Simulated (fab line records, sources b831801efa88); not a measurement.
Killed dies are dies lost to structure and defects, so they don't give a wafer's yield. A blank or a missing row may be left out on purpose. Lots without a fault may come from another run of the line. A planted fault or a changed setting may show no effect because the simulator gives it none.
fab line records | flow gf180mcu
record lots=5 wafers=15 last_day=34
route steps=602 shown STI@24 DNWELL@32 NWELL@42 LVPWELL@54 MVSD@66
lots that met no fault: from a run of the same line without faults
start_h: hours from the record's first day to the start of the lot's first wafer shown | wait_h: hours since the lot's step before | " the same as in the row above | L1.1+2: a row that stands for several wafers | - no value, or no start given | * or withheld: withheld | < > ~ a bound
route shown NAME@n: a module of which the file shows steps, and the number in the route of the first | usual: mean/standard deviation of fault-free wafers | same: alike in all rows | chamber/n: place in a boat | sites: the reading at each site | _std_site: their standard deviation | _edge_site: outer sites' mean less inner sites' | radius_mm: how far each site lies from the wafer's centre | mask NAME#n: copy n | behind: the tool/chamber that last shaped the wafer | hold: why the lot was held/for how many hours/how that ended | device: the transistor (n, p or np) that didn't switch | end of line: the same wafers' tests at the end of the route | a step without rows: its recipe alone | killed: dies lost to structure and defects at the first sort, not the wafer's yield | map: a wafer's dies, x killed, . not, _ none there
set.NAME: the setting as run; set.NAME@STEP: as run at that earlier step | model.NAME: the simulator's own value behind a step, which no gauge read
lots at some steps of the route; a table a step, a row a wafer
services: from which hour (start_h, from the record's first day; less than 0 if before it) a tool's chamber was out of use, for how many hours, and why
## steps
# step GF_STI_CVD_23
# recipe material=SiO2 target_thk_nm=650 sigma_open_frac=0.3 time_s=108.3 temp_c=600 sih4_flow_sccm=60 pressure_mtorr=6
# columns lot.wafer tool chamber start_h wait_h
L077.4+5+6 hdpcvd-02 2,1,0 42.44 0.1
L080.4+5+6 hdpcvd-01 2,0,1 59.46 0.1
L082.2+4+6 hdpcvd-01 1,0,2 68.47 0.0
L091.4+5+6 hdpcvd-02 2,0,1 119.19 0.1
L095.4+5+6 hdpcvd-02 0,1,2 141.14 0.1
# step GF_STI_THK_MEAS_24
# recipe reads=SiO2_of_STI_CVD_23
# usual STI_CVD_23_THK=652/7.4
# columns lot.wafer tool chamber start_h wait_h STI_CVD_23_THK[nm]
L077.4 film_metro-01 - 42.51 0.0 649
L077.5 " - " " 639
L077.6 " - " " 652
L080.4 film_metro-04 - 59.53 0.0 657
L080.5 " - " " 658
L080.6 " - " " 656
L082.2 film_metro-04 - 68.56 0.0 660
L082.4 " - " " 658
L082.6 " - " " 650
L091.4 film_metro-04 - 119.25 0.0 659
L091.5 " - " " 658
L091.6 " - " " 652
L095.4 film_metro-01 - 141.21 0.0 644
L095.5 " - " " 632
L095.6 " - " " 647
# step GF_STI_CMP_25
# recipe stop_on=Si3N4 t_overpolish_s=33 down_force_psi=4 platen_rpm=60 target_thk_nm=524.6 pad_velocity_m_s=0.94248
# usual motor_current_A=11.4/1.5 overpolish_run_s=33.001/0.0083 time_to_endpoint_s=123/5.7
# columns lot.wafer tool chamber start_h wait_h motor_current_A overpolish_run_s time_to_endpoint_s
L077.4 cmp-02 2 42.59 0.1 10.3 32.998 126
L077.6 " 1 " " 13.1 33.001 120
L077.5 " 2 " " 10.0 33.006 129
L080.4 cmp-02 2 59.71 0.2 10.2 33.002 125
L080.5 " 3 " " 10.1 33.001 130
L080.6 " 0 " " 13.3 32.996 120
L082.2 cmp-01 3 68.61 0.0 10.5 33.004 118
L082.4 " 2 " " 10.1 33.004 125
L082.6 " 3 " " 11.1 33.003 116
L091.4 cmp-02 0 119.28 0.0 13.6 32.994 125
L091.6 " 0 " " 13.9 32.997 122
L091.5 " 1 " " 12.5 32.988 125
L095.4 cmp-01 0 141.42 0.2 13.0 32.987 116
L095.6 " 3 " " 10.5 33.006 116
L095.5 " 0 " " 12.3 33.002 116
# step GF_STI_WET_ETCH_26
# recipe chemistry=dHF target_depth_nm=94 target=SiO2 temp_c=25 dilution=10:1 time_s=188
# usual temp_c=24.99/0.11
# columns lot.wafer tool chamber start_h wait_h temp_c
L077.4 wet_bench-03 0 42.84 0.2 24.97
L077.5 " 0 " " 24.93
L077.6 " 0 " " 25.00
L080.4 wet_bench-01 3 59.86 0.1 25.01
L080.5 " 3 " " 25.12
L080.6 " 3 " " 24.96
L082.2 wet_bench-01 3 68.91 0.2 24.89
L082.4 " 3 " " 24.99
L082.6 " 3 " " 24.84
L091.4 wet_bench-01 2 119.58 0.2 25.09
L091.5 " 2 " " 24.90
L091.6 " 2 " " 24.99
L095.4 wet_bench-01 3 141.67 0.2 24.98
L095.5 " 3 " " 25.07
L095.6 " 3 " " 24.95
# step GF_STI_WET_ETCH_27
# recipe chemistry=H3PO4 target_depth_nm=160 target=Si3N4 temp_c=160 time_s=1825
# usual temp_c=159.95/0.16
# columns lot.wafer tool chamber start_h wait_h temp_c
L077.4 wet_bench-02 1 42.91 0.0 159.95
L077.5 " 1 " " 160.16
L077.6 " 1 " " 159.88
L080.4 wet_bench-02 2 59.92 0.0 159.80
L080.5 " 2 " " 159.94
L080.6 " 2 " " 159.94
L082.2 wet_bench-02 1 68.97 0.0 160.57
L082.4 " 1 " " 160.16
L082.6 " 1 " " 160.11
L091.4 wet_bench-02 2 119.65 0.0 159.91
L091.5 " 2 " " 160.15
L091.6 " 2 " " 159.80
L095.4 wet_bench-03 0 141.73 0.0 159.81
L095.5 " 0 " " 159.87
L095.6 " 0 " " 159.96
# step GF_STI_WET_ETCH_28
# recipe chemistry=dHF target_depth_nm=20 dry=ipa_marangoni target=SiO2 temp_c=25 dilution=10:1 time_s=40
# usual temp_c=24.99/0.11
# columns lot.wafer tool chamber start_h wait_h temp_c
L077.4 wet_bench-01 1 43.42 0.0 25.07
L077.5 " 1 " " 25.01
L077.6 " 1 " " 25.03
L080.4 wet_bench-01 1 60.49 0.0 24.96
L080.5 " 1 " " 24.86
L080.6 " 1 " " 24.99
L082.2 wet_bench-01 3 69.53 0.0 25.04
L082.4 " 3 " " 25.10
L082.6 " 3 " " 24.89
L091.4 wet_bench-03 3 120.16 0.0 24.89
L091.5 " 3 " " 24.86
L091.6 " 3 " " 24.91
L095.4 wet_bench-01 1 142.25 0.0 25.02
L095.5 " 1 " " 25.17
L095.6 " 1 " " 24.88
# step GF_STI_OXIDATION_29
# recipe temp_c=900 ambient=O2 stabilise_s=600 purge_s=300 target_thk_a=100 ox_time_s=1418
# usual zone_power_lower_pct=18.1/0.9
# same stabilise_s=600
# columns lot.wafer tool chamber start_h wait_h zone_power_lower_pct
L077.4 furnace-01 0 43.44 0.0 18.8
L077.5 " 0 " " 18.7
L077.6 " 0 " " 18.7
L080.4 furnace-01 0 61.51 1.0 18.9
L080.5 " 0 " " 18.7
L080.6 " 0 " " 18.2
L082.2 furnace-01 0 69.55 0.0 18.9
L082.4 " 0 " " 19.1
L082.6 " 0 " " 18.9
L091.4 furnace-01 0 127.25 7.1 18.7
L091.5 " 0 " " 18.5
L091.6 " 0 " " 18.5
L095.4 furnace-02 0 142.26 0.0 16.9
L095.5 " 0 " " 16.9
L095.6 " 0 " " 17.0
# step GF_STI_THK_MEAS_30
# recipe reads=SiO2_of_STI_OXIDATION_29
# usual STI_OXIDATION_02_THK=10.06/0.18
# columns lot.wafer tool chamber start_h wait_h STI_OXIDATION_02_THK[nm]
L077.4 film_metro-04 - 44.87 0.0 10.19
L077.5 " - " " 10.44
L077.6 " - " " 10.22
L080.4 film_metro-04 - 62.94 0.0 9.88
L080.5 " - " " 9.94
L080.6 " - " " 9.82
L082.2 film_metro-01 - 70.95 0.0 10.35
L082.4 " - " " 10.28
L082.6 " - " " 10.39
L091.4 film_metro-04 - 128.67 0.0 9.86
L091.5 " - " " 10.17
L091.6 " - " " 10.13
L095.4 film_metro-01 - 143.69 0.0 9.82
L095.5 " - " " 9.83
L095.6 " - " " 9.75
# step GF_DNWELL_DEHYDRATE_00
# recipe temp_c=200 time_s=60
# columns lot.wafer tool chamber start_h wait_h
L077.4+5+6 litho_track-04 0 51.11 6.2
L080.4+5+6 litho_track-04 0 69.16 6.2
L082.2+4+6 litho_track-01 0 77.13 6.2
L091.4+5+6 litho_track-01 0 135.28 6.6
L095.4+5+6 litho_track-03 0 150.88 7.2
# step GF_DNWELL_HMDS_01
# recipe prime_time_s=60 prime_temp_c=120
# columns lot.wafer tool chamber start_h wait_h
L077.4+5+6 litho_track-04 0 51.26 0.1
L080.4+5+6 litho_track-04 0 69.31 0.1
L082.2+4+6 litho_track-01 0 77.28 0.1
L091.4+5+6 litho_track-01 0 135.43 0.1
L095.4+5+6 litho_track-03 0 151.03 0.1
# step GF_DNWELL_COAT_02
# recipe spin_rpm=2000 resist_thk_nm=3000
# columns lot.wafer tool chamber start_h wait_h
L077.4+5+6 litho_track-04 0 51.41 0.1
L080.4+5+6 litho_track-04 0 69.46 0.1
L082.2+4+6 litho_track-01 0 77.43 0.1
L091.4+5+6 litho_track-01 0 135.58 0.1
L095.4+5+6 litho_track-03 0 151.18 0.1
# step GF_DNWELL_SOFTBAKE_03
# recipe temp_c=110 time_s=withheld
# columns lot.wafer tool chamber start_h wait_h
L077.4+5+6 litho_track-04 0 51.59 0.1
L080.4+5+6 litho_track-04 0 69.64 0.1
L082.2+4+6 litho_track-01 0 77.59 0.1
L091.4+5+6 litho_track-01 0 135.76 0.1
L095.4+5+6 litho_track-03 0 151.36 0.1
# step GF_DNWELL_EXPOSE_04
# recipe mask_id=DNWELL target_cd_nm=1700 na=0.6 source_shape=conventional sigma_outer=0.6 dose_mj=260
# columns lot.wafer tool chamber start_h wait_h mask
L077.4+5+6 iline_stepper-01 0 - - DNWELL#0
L080.4+5+6 iline_stepper-01 0 - - DNWELL#0
L082.2+4+6 iline_stepper-02 0 - - DNWELL#0
L091.4+5+6 iline_stepper-01 0 - - DNWELL#0
L095.4+5+6 iline_stepper-01 0 - - DNWELL#0
# step GF_DNWELL_PEB_05
# recipe temp_c=115 time_s=withheld
# columns lot.wafer tool chamber start_h wait_h
L077.4+5+6 litho_track-03 0 - -
L080.4+5+6 litho_track-01 0 - -
L082.2+4+6 litho_track-03 0 - -
L091.4+5+6 litho_track-04 0 - -
L095.4+5+6 litho_track-03 0 - -
# step GF_DNWELL_DEVELOP_06
# recipe wall_angle_deg=90 develop_time_s=60 dev_temp_c=23
# usual developer_temp_C=23.00/0.091
# columns lot.wafer tool chamber start_h wait_h developer_temp_C
L077.4 litho_track-03 0 - - 23.06
L077.5 " 0 " " 23.13
L077.6 " 0 " " 22.94
L080.4 litho_track-01 0 - - 23.05
L080.5 " 0 " " 22.84
L080.6 " 0 " " 23.03
L082.2 litho_track-03 0 - - 22.95
L082.4 " 0 " " 23.01
L082.6 " 0 " " 23.06
L091.4 litho_track-04 0 - - 23.08
L091.5 " 0 " " 22.95
L091.6 " 0 " " 22.99
L095.4 litho_track-03 0 - - 22.89
L095.5 " 0 " " 22.90
L095.6 " 0 " " 23.10
# step GF_DNWELL_IMPLANT_07
# recipe species=P energy_kev=1500 dose_cm2=1e+13 tilt_deg=0
# columns lot.wafer tool chamber start_h wait_h
L077.4+5+6 implanter-03 0 58.34 -
L080.4+5+6 implanter-02 0 76.53 -
L082.2+4+6 implanter-03 0 84.53 -
L091.4+5+6 implanter-04 0 143.71 -
L095.4+5+6 implanter-02 0 159.78 -
# step GF_DNWELL_STRIP_08
# recipe chemistry=O2/N2 power_w=1400 pressure_mtorr=1500 platen_temp_c=250 o2_flow_sccm=3000 n2_flow_sccm=300 overash_fraction=0.5
# usual drypump_motor_current_A=6.24/0.29 heater_power_w=334/33 oes_product_au=0.722/0.0047 strip_time_to_endpoint_s=37.00/0.11
# columns lot.wafer tool chamber start_h wait_h drypump_motor_current_A heater_power_w oes_product_au rf_hours_counter_h strip_time_to_endpoint_s
L077.4 plasma_asher-02 0 58.44 0.1 6.45 303 0.723 - 36.96
L077.5 " 0 " " 6.46 310 0.726 - 37.00
L077.6 " 1 " " 6.35 361 0.732 - 37.10
L080.4 plasma_asher-02 1 76.64 0.1 6.37 377 0.726 - 36.99
L080.5 " 0 " " 6.43 312 0.717 - 36.90
L080.6 " 1 " " 6.37 367 0.724 - 36.87
L082.2 plasma_asher-02 1 84.66 0.1 6.37 371 0.716 46 36.92
L082.4 " 0 " " 6.43 302 0.720 - 36.96
L082.6 " 0 " " 6.44 309 0.717 - 36.94
L091.4 plasma_asher-02 1 143.82 0.1 6.36 370 0.719 - 37.16
L091.5 " 0 " " 6.45 298 0.718 - 37.08
L091.6 " 1 " " 6.34 365 0.715 - 37.15
L095.4 plasma_asher-02 1 159.89 0.1 6.37 385 0.720 - 36.91
L095.5 " 0 " " 6.45 297 0.721 - 36.94
L095.6 " 1 " " 6.36 370 0.725 - 36.86
# step GF_DNWELL_TW_MEAS_09
# usual DNWELL_TW=1352/11
# columns lot.wafer tool chamber start_h wait_h DNWELL_TW
L077.4 film_metro-04 - 58.54 0.1 1362
L077.5 " - " " 1362
L077.6 " - " " 1353
L080.4 film_metro-03 - 76.74 0.1 1342
L080.5 " - " " 1347
L080.6 " - " " 1345
L082.2 film_metro-03 - 84.77 0.1 1330
L082.4 " - " " 1336
L082.6 " - " " 1332
L091.4 film_metro-03 - 143.91 0.1 1331
L091.5 " - " " 1335
L091.6 " - " " 1334
L095.4 film_metro-04 - 159.99 0.1 1356
L095.5 " - " " 1352
L095.6 " - " " 1356
# step GF_NWELL_DEHYDRATE_00
# recipe temp_c=200 time_s=60
# columns lot.wafer tool chamber start_h wait_h
L077.4+5+6 litho_track-03 0 64.29 5.7
L080.4+5+6 litho_track-02 0 82.21 5.5
L082.2+4+6 litho_track-04 0 90.91 6.1
L091.4+5+6 litho_track-03 0 151.53 7.6
L095.4+5+6 litho_track-02 0 167.61 7.6
# step GF_NWELL_HMDS_01
# recipe prime_time_s=60 prime_temp_c=120
# columns lot.wafer tool chamber start_h wait_h
L077.4+5+6 litho_track-03 0 64.44 0.1
L080.4+5+6 litho_track-02 0 82.36 0.1
L082.2+4+6 litho_track-04 0 91.06 0.1
L091.4+5+6 litho_track-03 0 151.68 0.1
L095.4+5+6 litho_track-02 0 167.76 0.1
# step GF_NWELL_COAT_02
# recipe spin_rpm=2000 resist_thk_nm=3000
# columns lot.wafer tool chamber start_h wait_h
L077.4+5+6 litho_track-03 0 64.59 0.1
L080.4+5+6 litho_track-02 0 82.51 0.1
L082.2+4+6 litho_track-04 0 91.21 0.1
L091.4+5+6 litho_track-03 0 151.83 0.1
L095.4+5+6 litho_track-02 0 167.91 0.1
# step GF_NWELL_SOFTBAKE_03
# recipe temp_c=110 time_s=withheld
# columns lot.wafer tool chamber start_h wait_h
L077.4+5+6 litho_track-03 0 64.76 0.1
L080.4+5+6 litho_track-02 0 82.69 0.1
L082.2+4+6 litho_track-04 0 91.37 0.1
L091.4+5+6 litho_track-03 0 152.01 0.1
L095.4+5+6 litho_track-02 0 168.09 0.1
# step GF_NWELL_EXPOSE_04
# recipe mask_id=Nwell target_cd_nm=860 na=0.6 source_shape=conventional sigma_outer=0.6 dose_mj=260
# columns lot.wafer tool chamber start_h wait_h mask
L077.4+5+6 iline_stepper-01 0 - - Nwell#0
L080.4+5+6 iline_stepper-02 0 - - Nwell#0
L082.2+4+6 iline_stepper-02 0 - - Nwell#0
L091.4+5+6 iline_stepper-01 0 - - Nwell#0
L095.4+5+6 iline_stepper-02 0 - - Nwell#0
# step GF_NWELL_PEB_05
# recipe temp_c=115 time_s=withheld
# columns lot.wafer tool chamber start_h wait_h
L077.4+5+6 litho_track-03 0 - -
L080.4+5+6 litho_track-03 0 - -
L082.2+4+6 litho_track-04 0 - -
L091.4+5+6 litho_track-02 0 - -
L095.4+5+6 litho_track-02 0 - -
# step GF_NWELL_DEVELOP_06
# recipe wall_angle_deg=90 develop_time_s=60 dev_temp_c=23
# usual developer_temp_C=23.00/0.11
# columns lot.wafer tool chamber start_h wait_h developer_temp_C
L077.4 litho_track-03 0 - - 23.07
L077.5 " 0 " " 23.08
L077.6 " 0 " " 23.14
L080.4 litho_track-03 0 - - 22.81
L080.5 " 0 " " 22.80
L080.6 " 0 " " 22.91
L082.2 litho_track-04 0 - - 23.16
L082.4 " 0 " " 22.89
L082.6 " 0 " " 23.14
L091.4 litho_track-02 0 - - 22.85
L091.5 " 0 " " 22.92
L091.6 " 0 " " 23.08
L095.4 litho_track-02 0 - - 23.07
L095.5 " 0 " " 23.17
L095.6 " 0 " " 23.15
# step GF_NWELL_OVL_MEAS_07
# usual NWELL_OVL=-1.5/1.4
# columns lot.wafer tool chamber start_h wait_h NWELL_OVL[nm]
L077.4 overlay-02 - 71.38 - -2.2
L077.5 " - " " -1.0
L077.6 " - " " -0.7
L080.4 overlay-02 - 89.23 - -3.5
L080.5 " - " " -1.1
L080.6 " - " " -2.4
L082.2 overlay-01 - 98.34 - -0.8
L082.4 " - " " -0.7
L082.6 " - " " -0.9
L091.4 overlay-02 - 160.35 - -1.3
L091.5 " - " " -1.1
L091.6 " - " " -1.7
L095.4 overlay-02 - 176.50 - -2.6
L095.5 " - " " -1.0
L095.6 " - " " -2.4
# step GF_NWELL_IMPLANT_08
# recipe species=P energy_kev=450 dose_cm2=1.5e+13 tilt_deg=0
# columns lot.wafer tool chamber start_h wait_h
L077.4+5+6 implanter-02 0 71.47 0.1
L080.4+5+6 implanter-02 0 89.32 0.1
L082.2+4+6 implanter-04 0 98.40 0.0
L091.4+5+6 implanter-02 0 160.45 0.1
L095.4+5+6 implanter-02 0 176.60 0.1
# step GF_NWELL_IMPLANT_09
# recipe species=P energy_kev=160 dose_cm2=4e+12 tilt_deg=0
# columns lot.wafer tool chamber start_h wait_h
L077.4+5+6 implanter-02 0 71.62 0.1
L080.4+5+6 implanter-02 0 89.47 0.1
L082.2+4+6 implanter-04 0 98.55 0.1
L091.4+5+6 implanter-02 0 160.60 0.1
L095.4+5+6 implanter-02 0 176.75 0.1
# step GF_NWELL_STRIP_10
# recipe chemistry=O2/N2 power_w=1400 pressure_mtorr=1500 platen_temp_c=250 o2_flow_sccm=3000 n2_flow_sccm=300 overash_fraction=0.5
# usual drypump_motor_current_A=6.0/0.36 heater_power_w=354/51 oes_product_au=0.723/0.005 strip_time_to_endpoint_s=36.97/0.097
# columns lot.wafer tool chamber start_h wait_h drypump_motor_current_A heater_power_w oes_product_au rf_hours_counter_h strip_time_to_endpoint_s
L077.4 plasma_asher-03 0 71.73 0.1 6.0 303 0.719 - 37.08
L077.5 " 1 " " 5.8 380 0.727 - 37.05
L077.6 " 0 " " 5.9 318 0.721 - 37.09
L080.4 plasma_asher-01 0 89.58 0.1 5.7 301 0.721 - 36.91
L080.5 " 1 " " 5.4 458 0.722 - 36.98
L080.6 " 0 " " 5.7 313 0.718 - 36.81
L082.2 plasma_asher-01 0 98.67 0.1 5.7 308 0.733 41 37.11
L082.4 " 0 " " 5.7 306 0.714 - 37.02
L082.6 " 0 " " 5.7 304 0.727 - 37.12
L091.4 plasma_asher-01 1 160.71 0.1 5.4 457 0.737 - 36.98
L091.5 " 0 " " 5.7 304 0.728 - 36.92
L091.6 " 1 " " 5.4 460 0.721 - 36.93
L095.4 plasma_asher-03 1 176.86 0.1 5.8 366 0.720 - 36.89
L095.5 " 0 " " 6.0 313 0.715 - 36.88
L095.6 " 1 " " 5.8 373 0.724 - 36.83
# step GF_NWELL_TW_MEAS_11
# usual NWELL_TW=1571/7.9
# columns lot.wafer tool chamber start_h wait_h NWELL_TW
L077.4 film_metro-01 - 71.83 0.1 1574
L077.5 " - " " 1572
L077.6 " - " " 1573
L080.4 film_metro-03 - 89.68 0.1 1565
L080.5 " - " " 1565
L080.6 " - " " 1568
L082.2 film_metro-01 - 98.78 0.1 1569
L082.4 " - " " 1568
L082.6 " - " " 1576
L091.4 film_metro-01 - 160.80 0.1 1566
L091.5 " - " " 1574
L091.6 " - " " 1572
L095.4 film_metro-03 - 176.95 0.1 1574
L095.5 " - " " 1574
L095.6 " - " " 1579
# step GF_LVPWELL_DEHYDRATE_00
# recipe temp_c=200 time_s=60
# columns lot.wafer tool chamber start_h wait_h
L077.4+5+6 litho_track-02 0 78.66 6.8
L080.4+5+6 litho_track-02 0 95.71 6.0
L082.2+4+6 litho_track-02 0 105.46 6.7
L091.4+5+6 litho_track-02 0 168.26 7.4
L095.4+5+6 litho_track-02 0 184.61 7.6
# step GF_LVPWELL_HMDS_01
# recipe prime_time_s=60 prime_temp_c=120
# columns lot.wafer tool chamber start_h wait_h
L077.4+5+6 litho_track-02 0 78.81 0.1
L080.4+5+6 litho_track-02 0 95.86 0.1
L082.2+4+6 litho_track-02 0 105.61 0.1
L091.4+5+6 litho_track-02 0 168.41 0.1
L095.4+5+6 litho_track-02 0 184.76 0.1
# step GF_LVPWELL_COAT_02
# recipe spin_rpm=2000 resist_thk_nm=3000
# columns lot.wafer tool chamber start_h wait_h
L077.4+5+6 litho_track-02 0 78.96 0.1
L080.4+5+6 litho_track-02 0 96.01 0.1
L082.2+4+6 litho_track-02 0 105.76 0.1
L091.4+5+6 litho_track-02 0 168.56 0.1
L095.4+5+6 litho_track-02 0 184.91 0.1
# step GF_LVPWELL_SOFTBAKE_03
# recipe temp_c=110 time_s=withheld
# columns lot.wafer tool chamber start_h wait_h
L077.4+5+6 litho_track-02 0 79.14 0.1
L080.4+5+6 litho_track-02 0 96.19 0.1
L082.2+4+6 litho_track-02 0 105.92 0.1
L091.4+5+6 litho_track-02 0 168.74 0.1
L095.4+5+6 litho_track-02 0 185.09 0.1
# step GF_LVPWELL_EXPOSE_04
# recipe mask_id=LVPWELL target_cd_nm=600 na=0.6 source_shape=conventional sigma_outer=0.6 dose_mj=260
# columns lot.wafer tool chamber start_h wait_h mask
L077.4+5+6 iline_stepper-02 0 - - LVPWELL#0
L080.4+5+6 iline_stepper-02 0 - - LVPWELL#0
L082.2+4+6 iline_stepper-02 0 - - LVPWELL#0
L091.4+5+6 iline_stepper-02 0 - - LVPWELL#0
L095.4+5+6 iline_stepper-02 0 - - LVPWELL#0
# step GF_LVPWELL_PEB_05
# recipe temp_c=115 time_s=withheld
# columns lot.wafer tool chamber start_h wait_h
L077.4+5+6 litho_track-01 0 - -
L080.4+5+6 litho_track-02 0 - -
L082.2+4+6 litho_track-02 0 - -
L091.4+5+6 litho_track-01 0 - -
L095.4+5+6 litho_track-01 0 - -
# step GF_LVPWELL_DEVELOP_06
# recipe wall_angle_deg=90 develop_time_s=60 dev_temp_c=23
# usual developer_temp_C=23.02/0.096
# columns lot.wafer tool chamber start_h wait_h developer_temp_C
L077.4 litho_track-01 0 - - 23.19
L077.5 " 0 " " 22.93
L077.6 " 0 " " 23.12
L080.4 litho_track-02 0 - - 22.94
L080.5 " 0 " " 22.88
L080.6 " 0 " " 22.98
L082.2 litho_track-02 0 - - 23.10
L082.4 " 0 " " 23.02
L082.6 " 0 " " 23.01
L091.4 litho_track-01 0 - - 23.04
L091.5 " 0 " " 22.99
L091.6 " 0 " " 23.23
L095.4 litho_track-01 0 - - 22.99
L095.5 " 0 " " 22.91
L095.6 " 0 " " 22.85
# step GF_LVPWELL_OVL_MEAS_07
# usual LVPWELL_OVL=-0.8/1.4
# columns lot.wafer tool chamber start_h wait_h LVPWELL_OVL[nm]
L077.4 overlay-01 - 85.68 - -1.1
L077.5 " - " " 0.8
L077.6 " - " " -0.1
L080.4 overlay-02 - 103.01 - 0.5
L080.5 " - " " -2.4
L080.6 " - " " -0.4
L082.2 overlay-02 - 113.09 - -2.8
L082.4 " - " " -0.5
L082.6 " - " " -1.7
L091.4 overlay-02 - 177.22 - -0.2
L091.5 " - " " 0.8
L091.6 " - " " -0.2
L095.4 overlay-01 - 194.02 - -1.7
L095.5 " - " " -2.1
L095.6 " - " " -0.9
# step GF_LVPWELL_IMPLANT_08
# recipe species=B energy_kev=170 dose_cm2=1.5e+13 tilt_deg=0
# columns lot.wafer tool chamber start_h wait_h
L077.4+5+6 implanter-04 0 85.77 0.1
L080.4+5+6 implanter-03 0 103.10 0.1
L082.2+4+6 implanter-03 0 113.15 0.0
L091.4+5+6 implanter-04 0 177.32 0.1
L095.4+5+6 implanter-04 0 194.12 0.1
# step GF_LVPWELL_IMPLANT_09
# recipe species=B energy_kev=60 dose_cm2=5e+12 tilt_deg=0
# columns lot.wafer tool chamber start_h wait_h
L077.4+5+6 implanter-04 0 85.92 0.1
L080.4+5+6 implanter-03 0 103.25 0.1
L082.2+4+6 implanter-03 0 113.30 0.1
L091.4+5+6 implanter-04 0 177.47 0.1
L095.4+5+6 implanter-04 0 194.27 0.1
# step GF_LVPWELL_STRIP_10
# recipe chemistry=O2/N2 power_w=1400 pressure_mtorr=1500 platen_temp_c=250 o2_flow_sccm=3000 n2_flow_sccm=300 overash_fraction=0.5
# usual drypump_motor_current_A=5.9/0.41 heater_power_w=352/61 oes_product_au=0.723/0.0048 strip_time_to_endpoint_s=36.97/0.1
# columns lot.wafer tool chamber start_h wait_h drypump_motor_current_A heater_power_w oes_product_au rf_hours_counter_h strip_time_to_endpoint_s
L077.4 plasma_asher-04 0 86.03 0.1 6.6 339 0.722 - 37.08
L077.5 " 0 " " 6.7 337 0.716 - 37.14
L077.6 " 1 " " 6.2 283 0.719 - 37.06
L080.4 plasma_asher-04 0 103.36 0.1 6.7 342 0.721 - 36.81
L080.5 " 0 " " 6.7 332 0.722 - 36.71
L080.6 " 1 " " 6.2 289 0.721 - 36.78
L082.2 plasma_asher-01 1 113.42 0.1 5.4 456 0.725 43 36.91
L082.4 " 1 " " 5.4 451 0.721 - 36.87
L082.6 " 0 " " 5.7 311 0.722 - 36.90
L091.4 plasma_asher-01 0 177.58 0.1 5.7 309 0.723 - 37.02
L091.5 " 0 " " 5.7 315 0.726 - 36.98
L091.6 " 1 " " 5.4 449 0.729 - 36.91
L095.4 plasma_asher-03 0 194.38 0.1 6.0 317 0.719 - 36.99
L095.5 " 0 " " 6.0 327 0.719 - 36.87
L095.6 " 1 " " 5.8 367 0.726 - 36.90
# step GF_LVPWELL_TW_MEAS_11
# usual LVPWELL_TW=558.4/2.6
# columns lot.wafer tool chamber start_h wait_h LVPWELL_TW
L077.4 film_metro-01 - 86.12 0.1 563.3
L077.5 " - " " 560.1
L077.6 " - " " 561.8
L080.4 film_metro-01 - 103.45 0.1 555.2
L080.5 " - " " 561.0
L080.6 " - " " 557.8
L082.2 film_metro-01 - 113.53 0.1 558.6
L082.4 " - " " 559.2
L082.6 " - " " 559.5
L091.4 film_metro-03 - 177.67 0.1 558.3
L091.5 " - " " 558.5
L091.6 " - " " 558.3
L095.4 film_metro-02 - 194.47 0.1 553.7
L095.5 " - " " 559.5
L095.6 " - " " 557.0
# step GF_MVSD_DEHYDRATE_00
# recipe temp_c=200 time_s=60
# columns lot.wafer tool chamber start_h wait_h
L077.4+5+6 litho_track-01 0 92.33 6.2
L080.4+5+6 litho_track-01 0 109.58 6.1
L082.2+4+6 litho_track-01 0 119.53 6.0
L091.4+5+6 litho_track-02 0 185.26 7.6
L095.4+5+6 litho_track-04 0 202.41 7.9
# step GF_MVSD_HMDS_01
# recipe prime_time_s=60 prime_temp_c=120
# columns lot.wafer tool chamber start_h wait_h
L077.4+5+6 litho_track-01 0 92.48 0.1
L080.4+5+6 litho_track-01 0 109.73 0.1
L082.2+4+6 litho_track-01 0 119.68 0.1
L091.4+5+6 litho_track-02 0 185.41 0.1
L095.4+5+6 litho_track-04 0 202.56 0.1
# step GF_MVSD_COAT_02
# recipe spin_rpm=2000 resist_thk_nm=3000
# columns lot.wafer tool chamber start_h wait_h
L077.4+5+6 litho_track-01 0 92.63 0.1
L080.4+5+6 litho_track-01 0 109.88 0.1
L082.2+4+6 litho_track-01 0 119.83 0.1
L091.4+5+6 litho_track-02 0 185.56 0.1
L095.4+5+6 litho_track-04 0 202.71 0.1
# step GF_MVSD_SOFTBAKE_03
# recipe temp_c=110 time_s=withheld
# columns lot.wafer tool chamber start_h wait_h
L077.4+5+6 litho_track-01 0 92.81 0.1
L080.4+5+6 litho_track-01 0 110.06 0.1
L082.2+4+6 litho_track-01 0 119.99 0.1
L091.4+5+6 litho_track-02 0 185.74 0.1
L095.4+5+6 litho_track-04 0 202.88 0.1
# step GF_MVSD_EXPOSE_04
# recipe mask_id=MVSD target_cd_nm=1000 na=0.6 source_shape=conventional sigma_outer=0.6 dose_mj=260
# columns lot.wafer tool chamber start_h wait_h mask
L077.4+5+6 iline_stepper-01 0 - - MVSD#0
L080.4+5+6 iline_stepper-01 0 - - MVSD#0
L082.2+4+6 iline_stepper-01 0 - - MVSD#0
L091.4+5+6 iline_stepper-02 0 - - MVSD#0
L095.4+5+6 iline_stepper-02 0 - - MVSD#0
# step GF_MVSD_PEB_05
# recipe temp_c=115 time_s=withheld
# columns lot.wafer tool chamber start_h wait_h
L077.4+5+6 litho_track-04 0 - -
L080.4+5+6 litho_track-01 0 - -
L082.2+4+6 litho_track-01 0 - -
L091.4+5+6 litho_track-02 0 - -
L095.4+5+6 litho_track-01 0 - -
## services
# columns tool chamber start_h hours kind
hdpcvd-01 - 28.69 1.0 repair
furnace-01 - 28.75 2.9 pm
wet_bench-01 - 33.33 2.1 repair
plasma_asher-04 - 58.60 2.0 repair
hdpcvd-01 - 62.01 2.5 repair
iline_stepper-01 - 74.97 14.7 repair
implanter-02 - 78.26 3.4 pm
cmp-02 - 86.27 8.6 pm
plasma_asher-02 - 87.79 2.8 pm
iline_stepper-01 - 89.62 1.7 pm
plasma_asher-01 - 94.71 2.8 pm
plasma_asher-03 - 108.75 9.0 pm
hdpcvd-02 1 123.60 6.1 repair
furnace-01 - 128.64 2.8 pm
furnace-01 - 135.43 2.9 pm
implanter-03 - 152.95 1.9 repair
implanter-03 - 156.58 2.7 repair
iline_stepper-02 - 158.88 1.7 pm
cmp-02 - 170.39 11.9 pm
implanter-03 - 172.31 1.7 repair
plasma_asher-02 - 173.48 3.6 repair
implanter-02 - 178.48 0.9 repair
iline_stepper-01 - 191.74 2.1 pm
wet_bench-01 - 193.80 1.9 pm
## key
fault none
